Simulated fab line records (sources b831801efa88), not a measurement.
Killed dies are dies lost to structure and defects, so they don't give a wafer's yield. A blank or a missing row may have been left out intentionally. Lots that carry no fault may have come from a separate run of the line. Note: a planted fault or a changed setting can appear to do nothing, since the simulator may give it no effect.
Matching of chambers | flow gf180mcu | 4 sister chambers for GF_PASSIVATION_ETCH_11 on rieDiel-01
The step etches the open film in CF4/O2, stops on TiN, target depth 1800 nm, time 400 s. 14 wafers are shown with their chamber, then 7 later ones without.

== WAFERS, EACH WITH ITS CHAMBER ==
wafer  | chamber | drypumpMotorCurrentA (A) | rfFwdPowerW (W) | oesProductAu (a.u.)
L409.2 | 2       | 4.9                      | 798.4           | 0.961
L409.3 | 0       | 5.0                      | 798.7           | 0.960
L409.6 | 1       | 6.2                      | 798.4           | 0.970
L410.1 | 0       | 5.0                      | 801.1           | 0.957
L410.5 | 3       | 6.2                      | 800.8           | 0.968
L410.6 | 2       | 4.9                      | 800.3           | 0.960
L411.1 | 1       | 6.2                      | 798.1           | 0.956
L411.3 | 0       | 4.9                      | 796.8           | 0.964
L411.6 | 1       | 6.1                      | 799.6           | 0.973
L412.1 | 3       | 6.2                      | 798.5           | 0.954
L412.4 | 0       | 5.0                      | 797.6           | 0.972
L412.6 | 3       | 6.2                      | 798.3           | 0.963
L415.3 | 3       | 6.2                      | 797.8           | 0.953
L415.4 | 2       | 4.9                      | 801.3           | 0.970

SIGNATURES (means of the wafers above)
reading              | chamber 0 | chamber 1 | chamber 2 | chamber 3 | scatter within a chamber
drypumpMotorCurrentA | 4.975     | 6.167     | 4.900     | 6.200     | 0.0376
rfFwdPowerW          | 798.550   | 798.700   | 800.000   | 798.850   | 1.46
oesProductAu         | 0.96325   | 0.96633   | 0.96367   | 0.95950   | 0.00714
Rule: distance of a wafer from a chamber = root of the sum over the readings of ((wafer's reading minus chamber's mean) / reading's scatter) squared. The wafer belongs to the nearest chamber; if the next one is less than 2 further off, it can't be placed. How the scatter is found: for the shown wafers, subtract from each reading the mean of its chamber, square and add these, divide the total by (wafers less chambers), then take the root.

== WAFERS WHOSE CHAMBER IS MISSING ==
wafer  | drypumpMotorCurrentA (A) | rfFwdPowerW (W) | oesProductAu (a.u.)
L415.5 | 6.2                      | 798.5           | 0.973
L416.2 | 6.2                      | 797.6           | 0.966
L416.4 | 4.9                      | 798.0           | 0.955
L416.6 | 6.2                      | 798.4           | 0.976
L423.1 | 5.0                      | 799.7           | 0.955
L423.5 | 6.2                      | 804.7           | 0.970
L423.6 | 4.9                      | 798.5           | 0.968

== CHAMBER TAKEN BY EACH ==
wafer  | from the rows above     | in truth
L415.5 | can't be placed: 1 or 3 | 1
L416.2 | can't be placed: 1 or 3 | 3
L416.4 | can't be placed: 2 or 0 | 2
L416.6 | can't be placed: 1 or 3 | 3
L423.1 | can't be placed: 0 or 2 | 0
L423.5 | can't be placed: 1 or 3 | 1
L423.6 | can't be placed: 2 or 0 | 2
Correctly placed: 0 of 7. Cannot be placed on the basis of these rows: 7; the candidates contain the true chamber in 7. Placed wrongly: 0.
